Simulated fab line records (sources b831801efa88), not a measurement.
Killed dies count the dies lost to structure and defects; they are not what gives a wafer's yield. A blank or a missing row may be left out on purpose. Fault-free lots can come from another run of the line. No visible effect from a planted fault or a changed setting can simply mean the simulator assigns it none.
Chamber matching :: flow gf180mcu :: GF_V1_CMP_26 on cmp-01: 4 sister chambers
The step polishes, stops on SiO2, t overpolish 15 s, target thk 0 nm. 4 wafers are shown with their chamber, then 12 later ones without.

WAFERS, EACH WITH ITS CHAMBER
wafer: L084.6
chamber: 3
motor_current_A (A): 11.9

wafer: L086.5
chamber: 2
motor_current_A (A): 10.2

wafer: L087.2
chamber: 1
motor_current_A (A): 11.3

wafer: L087.6
chamber: 0
motor_current_A (A): 10.3

WAFERS WITH NO CHAMBER GIVEN
wafer: L088.1
motor_current_A (A): 10.2

wafer: L088.2
motor_current_A (A): 11.6

wafer: L088.4
motor_current_A (A): 12.8

wafer: L090.3
motor_current_A (A): 10.1

wafer: L090.5
motor_current_A (A): 11.1

wafer: L090.6
motor_current_A (A): 9.4

wafer: L095.3
motor_current_A (A): 9.7

wafer: L095.4
motor_current_A (A): 10.2

wafer: L095.5
motor_current_A (A): 11.3

wafer: L097.1
motor_current_A (A): 9.9

wafer: L097.5
motor_current_A (A): 12.8

wafer: L097.6
motor_current_A (A): 10.2

EACH ONE'S CHAMBER
wafer: L088.1
from the rows above: can't be placed: 2 or 0
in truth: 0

wafer: L088.2
from the rows above: can't be placed: 1 or 3
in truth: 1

wafer: L088.4
from the rows above: can't be placed: 3 or 1
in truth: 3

wafer: L090.3
from the rows above: can't be placed: 2 or 0
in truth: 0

wafer: L090.5
from the rows above: can't be placed: 1 or 0 or 3 or 2
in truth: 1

wafer: L090.6
from the rows above: can't be placed: 2 or 0
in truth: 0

wafer: L095.3
from the rows above: can't be placed: 2 or 0
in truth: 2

wafer: L095.4
from the rows above: can't be placed: 2 or 0
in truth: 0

wafer: L095.5
from the rows above: can't be placed: 1 or 3
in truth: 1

wafer: L097.1
from the rows above: can't be placed: 2 or 0
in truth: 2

wafer: L097.5
from the rows above: can't be placed: 3 or 1
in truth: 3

wafer: L097.6
from the rows above: can't be placed: 2 or 0
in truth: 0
Placed correctly: 0 of 12. These rows do not allow placing 12 (true chamber among the candidates in 12). Number placed wrongly: 0.
How it was worked out, from the rows above alone: a wafer's distance from a chamber is the root of the sum, over the readings, of the square of ((its reading less the chamber's mean) divided by the reading's scatter). The wafer belongs to the nearest chamber; if the next one is less than 2 further off, it can't be placed. The mean given for a chamber averages the wafers shown for that chamber. The scatter: with one shown wafer a chamber, the root of the mean of the squares of how far each hidden wafer lies from its nearest shown one.
